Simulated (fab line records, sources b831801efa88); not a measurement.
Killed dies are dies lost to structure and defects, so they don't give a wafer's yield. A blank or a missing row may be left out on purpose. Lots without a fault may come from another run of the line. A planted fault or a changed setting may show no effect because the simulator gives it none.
Which tool did it? | flow gf180mcu | 14 lots, 42 wafers sampled, at 4 steps of a route of 602

WHAT THE GAUGES READ, wafer by wafer
GF_STI_THK_MEAS_22.
lot  | measured    | on            | STI_OXIDATION_01_THK (nm)
L876 | day 2 02:27 | film_metro-03 | 15.32 15.24 15.29
L877 | day 2 09:31 | film_metro-02 | 14.73 15.02 15.01
L878 | day 2 14:50 | film_metro-02 | 14.82 14.94 14.91
L879 | day 2 20:10 | film_metro-03 | 14.87 15.01 14.87
L880 | day 3 00:16 | film_metro-01 | 14.86 14.72 14.87
L882 | day 3 11:50 | film_metro-03 | 15.21 15.23 15.05
L883 | day 3 15:34 | film_metro-03 | 15.00 14.57 14.81
L884 | day 3 21:52 | film_metro-03 | 15.20 15.08 14.92
L885 | day 4 01:22 | film_metro-02 | 14.80 14.66 14.93
L894 | day 6 03:25 | film_metro-03 | 15.02 15.06 15.20
L896 | day 6 10:22 | film_metro-03 | 15.23 14.90 15.40
L897 | day 6 15:36 | film_metro-02 | 14.93 15.02 14.90
L898 | day 6 21:43 | film_metro-02 | 15.15 15.09 15.09
L899 | day 7 02:56 | film_metro-03 | 14.56 14.60 14.68

GF_DUAL_GATE_OVL_MEAS_11.
lot  | measured     | on         | DUAL_GATE_OVL (nm)
L876 | day 8 08:44  | overlay-01 | -2.5 -2.6 -0.6
L877 | day 8 16:31  | overlay-02 | -2.6 -2.2 -2.6
L878 | day 8 21:46  | overlay-02 | -1.8 -2.2 -0.4
L879 | day 9 07:56  | overlay-01 | -1.9 -2.7 -2.3
L880 | day 9 16:10  | overlay-01 | 2.0 0.5 -1.5
L882 | day 10 04:14 | overlay-02 | -3.5 -3.4 -2.0
L883 | day 10 06:38 | overlay-02 | -0.9 -1.0 -0.4
L884 | day 10 14:50 | overlay-02 | -1.5 -2.3 -1.0
L885 | day 10 21:49 | overlay-02 | 0.5 1.9 0.0
L894 | day 13 21:13 | overlay-01 | -2.6 -2.1 -2.6
L896 | day 14 03:28 | overlay-01 | 0.5 -0.4 -1.5
L897 | day 14 09:41 | overlay-02 | -0.5 -0.5 -0.6
L898 | day 14 18:32 | overlay-02 | 0.8 0.4 1.1
L899 | day 14 23:52 | overlay-01 | -1.3 -0.4 0.9

WHICH TOOL RAN EACH LOT (tool, then ch and the chambers of the sampled wafers, then the start)
lot  | GF_VT_IMPLANT_SOFTBAKE_14         | GF_VT_IMPLANT_SOFTBAKE_25
L876 | litho_track-04 ch 0, day 5 21:58  | litho_track-04 ch 0, day 6 13:28
L877 | litho_track-01 ch 0, day 6 06:05  | litho_track-02 ch 0, day 6 20:58
L878 | litho_track-01 ch 0, day 6 11:46  | litho_track-01 ch 0, day 7 02:52
L879 | litho_track-02 ch 0, day 6 17:34  | litho_track-02 ch 0, day 7 08:43
L880 | litho_track-02 ch 0, day 7 00:23  | litho_track-02 ch 0, day 7 15:53
L882 | litho_track-01 ch 0, day 7 14:35  | litho_track-02 ch 0, day 8 07:01
L883 | litho_track-04 ch 0, day 7 16:41  | litho_track-02 ch 0, day 8 09:32
L884 | litho_track-01 ch 0, day 8 00:49  | litho_track-02 ch 0, day 8 17:50
L885 | litho_track-02 ch 0, day 8 06:23  | litho_track-02 ch 0, day 8 23:05
L894 | litho_track-02 ch 0, day 10 20:47 | litho_track-04 ch 0, day 11 15:26
L896 | litho_track-02 ch 0, day 11 03:13 | litho_track-04 ch 0, day 11 21:49
L897 | litho_track-01 ch 0, day 11 09:29 | litho_track-02 ch 0, day 12 04:22
L898 | litho_track-01 ch 0, day 11 16:53 | litho_track-01 ch 0, day 12 12:08
L899 | litho_track-01 ch 0, day 11 23:10 | litho_track-04 ch 0, day 12 18:23
- GF_VT_IMPLANT_SOFTBAKE_14: time 60.77 s.
- GF_VT_IMPLANT_SOFTBAKE_25: time 60 s.

WHAT THE TOOLS THEMSELVES READ (means of the sampled wafers that have a number; where no wafer has one, the mark that the record gives instead)
GF_VT_IMPLANT_SOFTBAKE_14.
lot  | tool           | exhaust_pa (Pa) | heater_power_total_W (W) | plate_sensor_t_centre_C (C) | plate_sensor_t_edge_C (C)
L876 | litho_track-04 | 45.2            | 56.59                    | 90.762                      | 90.833
L877 | litho_track-01 | 43.6            | 56.59                    | 90.756                      | 90.830
L878 | litho_track-01 | 44.8            | 56.60                    | 90.757                      | 90.826
L879 | litho_track-02 | 43.0            | 56.60                    | 90.758                      | 90.831
L880 | litho_track-02 | 44.5            | 56.60                    | 90.757                      | 90.827
L882 | litho_track-01 | 45.3            | 56.60                    | 90.747                      | 90.828
L883 | litho_track-04 | 45.2            | 56.62                    | 90.747                      | 90.834
L884 | litho_track-01 | 45.7            | 56.60                    | 90.761                      | 90.826
L885 | litho_track-02 | 45.7            | 56.57                    | 90.756                      | 90.831
L894 | litho_track-02 | 44.7            | 56.55                    | 90.767                      | 90.831
L896 | litho_track-02 | 44.8            | 56.62                    | 90.756                      | 90.823
L897 | litho_track-01 | 45.1            | 56.52                    | 90.760                      | 90.839
L898 | litho_track-01 | 45.6            | 56.60                    | 90.753                      | 90.837
L899 | litho_track-01 | 45.5            | 56.59                    | 90.764                      | 90.825

GF_VT_IMPLANT_SOFTBAKE_25.
lot  | tool           | exhaust_pa (Pa) | heater_power_total_W (W) | run_length_s (s)
L876 | litho_track-04 | 44.2            | 55.80                    | 89.16
L877 | litho_track-02 | 44.9            | 55.77                    | 89.09
L878 | litho_track-01 | 45.4            | 55.75                    | 89.33
L879 | litho_track-02 | 43.6            | 55.82                    | 89.05
L880 | litho_track-02 | 46.0            | 55.81                    | 89.08
L882 | litho_track-02 | 44.9            | 55.78                    | 89.32
L883 | litho_track-02 | 44.7            | 55.79                    | 89.02
L884 | litho_track-02 | 45.2            | 57.76                    | 82.99
L885 | litho_track-02 | 43.7            | 57.74                    | 82.97
L894 | litho_track-04 | 44.3            | 55.78                    | 89.28
L896 | litho_track-04 | 45.6            | 55.79                    | 89.07
L897 | litho_track-02 | 44.3            | 55.82                    | 89.19
L898 | litho_track-01 | 44.9            | 55.79                    | 89.23
L899 | litho_track-04 | 46.1            | 55.78                    | 89.09

THE ANSWER, worked out from the rows above alone
Rule: what is usual is taken from the lots themselves. Put in order of their means at a reading, lots are off if they are a third of the lots or fewer, leave a main group of 4 or more, and stand apart from it by a gap of 3 or more times the standard deviation of the main group's means; of several such gaps the widest counts. A main group whose means are all the same, to the digits that the tables above print for the reading, isn't used. A lot without any number at a reading at which 4 lots or more have one is off too. The other lots that the step has rows for count as sound. The gauges are gone through in route order, then the tools' own readings, and for those a lot's mean is taken as printed above. The first step at which some lot is off is used, and at that step the reading that is off furthest; a lot without a number counts as furthest.
Off: L884, L885, at GF_VT_IMPLANT_SOFTBAKE_25 (heater_power_total_W). The main group: mean 55.79 W, standard deviation 0.02.
A tool fits if, at that step or a process step before it, it ran every lot that is off, and no sound lot after the first of them. None of those tried fits.

WHAT THE SIMULATOR HAD PUT IN
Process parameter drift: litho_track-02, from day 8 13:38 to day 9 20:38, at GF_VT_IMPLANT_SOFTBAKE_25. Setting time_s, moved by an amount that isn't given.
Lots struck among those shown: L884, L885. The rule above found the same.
